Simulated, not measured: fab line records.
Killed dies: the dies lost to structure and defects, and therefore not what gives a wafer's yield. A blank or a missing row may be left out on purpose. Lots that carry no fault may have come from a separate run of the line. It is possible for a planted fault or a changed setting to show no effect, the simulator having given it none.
One fault through the eyes of 2 desks / flow gf180mcu / only its own numbers are on each desk; what lay behind them is given at the end

== THE TOOL OWNER'S DESK: pvd_sputter-04 ==
The tool's own readings at GF_MIM_SPUTTER_01 (material TiN, target thk 30 nm, time 25 s): means of the sampled wafers that have a number, for each lot that ran on this tool. If a lot's mean is further than 4 standard deviations from the usual mean, the lot is out of limits and carries the mark OUT (the distance appears in the brackets).
Columns: A = throttle_valve_pct at GF_MIM_SPUTTER_01, usual 30.3 %
lot=L495; first seen here=day 27 03:58; A=30.3
lot=L497; first seen here=day 27 22:35; A=29.9
lot=L498; first seen here=day 28 06:34; A=29.1
lot=L508; first seen here=day 31 03:11; A=29.5
This desk found nothing out of limits on any of the 4 lots.

== THE METROLOGY DESK ==
Means of the sampled wafers that have a number, per lot and without regard to the tool the lot ran on: this is what the gauges read. If a lot's mean is further than 4 standard deviations from the usual mean, the lot is out of limits and carries the mark OUT (the distance appears in the brackets).
Columns: A = V4_W_RS at GF_V4_RS_MEAS_24, usual 0.331 ohm/sq; B = V4_W_THK at GF_V4_THK_MEAS_25, usual 353 nm; C = MIM_CVD_05_THK at GF_MIM_THK_MEAS_06, usual 42.1 nm; D = MIM_ALCU_RS at GF_MIM_RS_MEAS_10, usual 0.1597 ohm/sq; E = MIM_ALCU_THK at GF_MIM_THK_MEAS_11, usual 197.1 nm; F = cd_nm at GF_M5_CD_MEAS_07, usual 279.9 nm
lot=L490; first seen here=day 25 18:38; A=0.336; B=347; C=42.0; D=0.1628; E=193.5; F=279.8
lot=L495; first seen here=day 27 03:26; A=0.332; B=353; C=42.0; D=0.1562; E=200.4; F=278.2
lot=L497; first seen here=day 27 22:03; A=0.335; B=352; C=41.6; D=0.1593; E=197.2; F=279.0
lot=L498; first seen here=day 28 06:00; A=0.324; B=357; C=42.2; D=0.1576; E=200.1; F=278.8
lot=L503; first seen here=day 29 13:35; A=0.331; B=354; C=41.6; D=0.1560; E=201.4; F=281.4
lot=L504; first seen here=day 29 22:16; A=0.334; B=355; C=41.6; D=0.1591; E=197.9; F=280.5
lot=L508; first seen here=day 31 02:37; A=0.331; B=353; C=42.5; D=0.1602; E=197.1; F=280.6
This desk found nothing out of limits on any of the 7 lots.

== PUT TOGETHER ==
Nothing out of limits was seen by the tool owner's desk.
The metrology desk saw nothing out of limits.

== WHAT THE SIMULATOR PUT IN ==
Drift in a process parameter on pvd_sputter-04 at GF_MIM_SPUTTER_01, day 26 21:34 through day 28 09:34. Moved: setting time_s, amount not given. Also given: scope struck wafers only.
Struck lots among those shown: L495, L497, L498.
